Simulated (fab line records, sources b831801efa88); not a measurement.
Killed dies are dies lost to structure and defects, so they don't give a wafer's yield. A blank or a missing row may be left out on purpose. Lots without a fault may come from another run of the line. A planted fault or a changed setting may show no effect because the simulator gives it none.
Which tool did it? | flow sky130 | 10 lots, 30 wafers sampled, at 6 steps of a route of 708

WHAT THE GAUGES READ, wafer by wafer
SKY_CONTACT_THK_MEAS_26: measures by xrf. Usual: CONTACT_W_THK 345 nm, standard deviation 7.5.
lot  | measured     | on            | CONTACT_W_THK (nm) | flag
L612 | day 32 10:17 | film_metro-04 | 341 336 340        |
L613 | day 33 00:55 | film_metro-01 | 349 351 347        |
L614 | day 33 02:40 | film_metro-03 | 339 339 343        |
L618 | day 34 06:56 | film_metro-03 | 335 340 339        |
L624 | day 36 08:53 | film_metro-04 | 350 355 357        |
L625 | day 36 15:36 | film_metro-01 | 334 339 338        |
L626 | day 37 00:46 | film_metro-01 | 350 346 349        |
L630 | day 37 23:33 | film_metro-04 | 339 345 345        |
L631 | day 38 12:25 | film_metro-01 | 349 345 352        |
L632 | day 38 16:28 | film_metro-03 | 342 347 347        |

SKY_METAL1_RS_MEAS_05: measures by four-point-probe. Usual: METAL1_ALCU_RS 0.1267 ohm/sq, standard deviation 0.0016.
lot  | measured     | on            | METAL1_ALCU_RS (ohm/sq) | flag
L612 | day 32 10:49 | film_metro-03 | 0.1273 0.1270 0.1276    |
L613 | day 33 01:25 | film_metro-03 | 0.1284 0.1286 0.1297    |
L614 | day 33 03:11 | film_metro-03 | 0.1255 0.1254 0.1250    |
L618 | day 34 07:26 | film_metro-02 | 0.1245 0.1248 0.1235    |
L624 | day 36 09:23 | film_metro-02 | 0.1297 0.1292 0.1289    |
L625 | day 36 16:07 | film_metro-02 | 0.1261 0.1269 0.1261    |
L626 | day 37 01:17 | film_metro-03 | 0.1251 0.1255 0.1248    |
L630 | day 38 00:03 | film_metro-02 | 0.1263 0.1281 0.1270    |
L631 | day 38 12:56 | film_metro-02 | 0.1274 0.1263 0.1274    |
L632 | day 38 16:58 | film_metro-02 | 0.1259 0.1267 0.1262    |

SKY_METAL1_THK_MEAS_06: measures by xrf. Usual: METAL1_ALCU_THK 249 nm, standard deviation 3.1.
lot  | measured     | on            | METAL1_ALCU_THK (nm) | flag
L612 | day 32 10:55 | film_metro-03 | 247 247 247          |
L613 | day 33 01:32 | film_metro-03 | 245 244 241          |
L614 | day 33 03:17 | film_metro-03 | 251 251 253          |
L618 | day 34 07:33 | film_metro-02 | 253 252 255          |
L624 | day 36 09:31 | film_metro-02 | 243 244 244          |
L625 | day 36 16:13 | film_metro-02 | 249 251 250          |
L626 | day 37 01:23 | film_metro-03 | 255 250 253          |
L630 | day 38 00:10 | film_metro-02 | 248 246 248          |
L631 | day 38 13:02 | film_metro-02 | 247 250 248          |
L632 | day 38 17:05 | film_metro-02 | 249 248 248          |

SKY_VIA1_RS_MEAS_22: measures by four-point-probe. Usual: VIA1_W_RS 0.425 ohm/sq, standard deviation 0.0063.
lot  | measured     | on            | VIA1_W_RS (ohm/sq) | flag
L612 | day 34 18:59 | film_metro-04 | 0.431 0.428 0.434  |
L613 | day 35 08:37 | film_metro-02 | 0.426 0.425 0.426  |
L614 | day 35 10:41 | film_metro-02 | 0.302 0.435 0.433  | OFF
L618 | day 36 14:16 | film_metro-01 | 0.434 0.301 0.304  | OFF
L624 | day 38 16:49 | film_metro-01 | 0.416 0.415 0.424  |
L625 | day 38 20:23 | film_metro-04 | 0.422 0.429 0.426  |
L626 | day 39 06:16 | film_metro-02 | 0.428 0.424 0.431  |
L630 | day 40 04:45 | film_metro-01 | 0.435 0.443 0.436  |
L631 | day 40 16:59 | film_metro-01 | 0.426 0.435 0.423  |
L632 | day 40 19:44 | film_metro-02 | 0.415 0.425 0.414  |

SKY_VIA1_THK_MEAS_23: measures by xrf. Usual: VIA1_W_THK 276 nm, standard deviation 4.5.
lot  | measured     | on            | VIA1_W_THK (nm) | flag
L612 | day 34 19:05 | film_metro-04 | 275 279 272     |
L613 | day 35 08:44 | film_metro-02 | 273 275 273     |
L614 | day 35 10:47 | film_metro-02 | 384 268 270     | OFF
L618 | day 36 14:23 | film_metro-01 | 272 392 387     | OFF
L624 | day 38 16:56 | film_metro-01 | 279 281 277     |
L625 | day 38 20:29 | film_metro-04 | 276 271 273     |
L626 | day 39 06:22 | film_metro-02 | 270 274 269     |
L630 | day 40 04:52 | film_metro-01 | 271 266 270     |
L631 | day 40 17:05 | film_metro-01 | 276 270 277     |
L632 | day 40 19:51 | film_metro-02 | 280 274 282     |

WHICH TOOL RAN EACH LOT (tool, then ch and the chambers of the sampled wafers, then the start)
lot  | SKY_VIA1_CVD_21
L612 | cvd_w-02 ch 0,1, day 34 18:53
L613 | cvd_w-02 ch 0,1, day 35 08:31
L614 | cvd_w-02 ch 0,1, day 35 10:34
L618 | cvd_w-02 ch 0,1, day 36 14:10
L624 | cvd_w-01 ch 0,1, day 38 16:44
L625 | cvd_w-01 ch 0,1, day 38 20:16
L626 | cvd_w-02 ch 0,1, day 39 06:08
L630 | cvd_w-02 ch 1, day 40 04:39
L631 | cvd_w-02 ch 0,1, day 40 16:52
L632 | cvd_w-01 ch 0,1, day 40 19:38
- SKY_VIA1_CVD_21: deposits W, target thk 270 nm, time 80.902 s.

WHAT THE TOOLS THEMSELVES READ (means of the sampled wafers that have a number; where no wafer has one, the mark that the record gives instead)
SKY_VIA1_CVD_21. Usual: chamber_pressure_Torr 40.00 Torr, standard deviation 0.087; heater_power_w 798 W, standard deviation 52.
lot  | tool     | chamber_pressure_Torr (Torr) | heater_power_w (W) | flag
L612 | cvd_w-02 | 40.03                        | 851                |
L613 | cvd_w-02 | 40.01                        | 799                |
L614 | cvd_w-02 | 39.95                        | 818                |
L618 | cvd_w-02 | 39.88                        | 863                |
L624 | cvd_w-01 | 39.97                        | 793                |
L625 | cvd_w-01 | 40.11                        | 787                |
L626 | cvd_w-02 | 40.10                        | 803                |
L630 | cvd_w-02 | 39.99                        | 872                |
L631 | cvd_w-02 | 39.92                        | 812                |
L632 | cvd_w-01 | 40.02                        | 787                |

THE ANSWER, worked out from the rows above alone
Rule: a lot is off if the mean of its wafers that have a number lies more than 3 standard deviations from the usual mean. A lot without any number at a reading at which 4 lots or more have one is off too. The other lots that the step has rows for count as sound. The gauges are gone through in route order, then the tools' own readings, and for those a lot's mean is taken as printed above. The first step at which some lot is off is used, and at that step the reading that is off furthest; a lot without a number counts as furthest.
Off: L614, L618, at SKY_VIA1_RS_MEAS_22 (VIA1_W_RS).
A tool fits if, at a process step before that reading, it ran every lot that is off, and no sound lot after the first of them. The gauges at SKY_VIA1_RS_MEAS_22 are tried like those tools. None of those tried fits.

WHAT THE SIMULATOR HAD PUT IN
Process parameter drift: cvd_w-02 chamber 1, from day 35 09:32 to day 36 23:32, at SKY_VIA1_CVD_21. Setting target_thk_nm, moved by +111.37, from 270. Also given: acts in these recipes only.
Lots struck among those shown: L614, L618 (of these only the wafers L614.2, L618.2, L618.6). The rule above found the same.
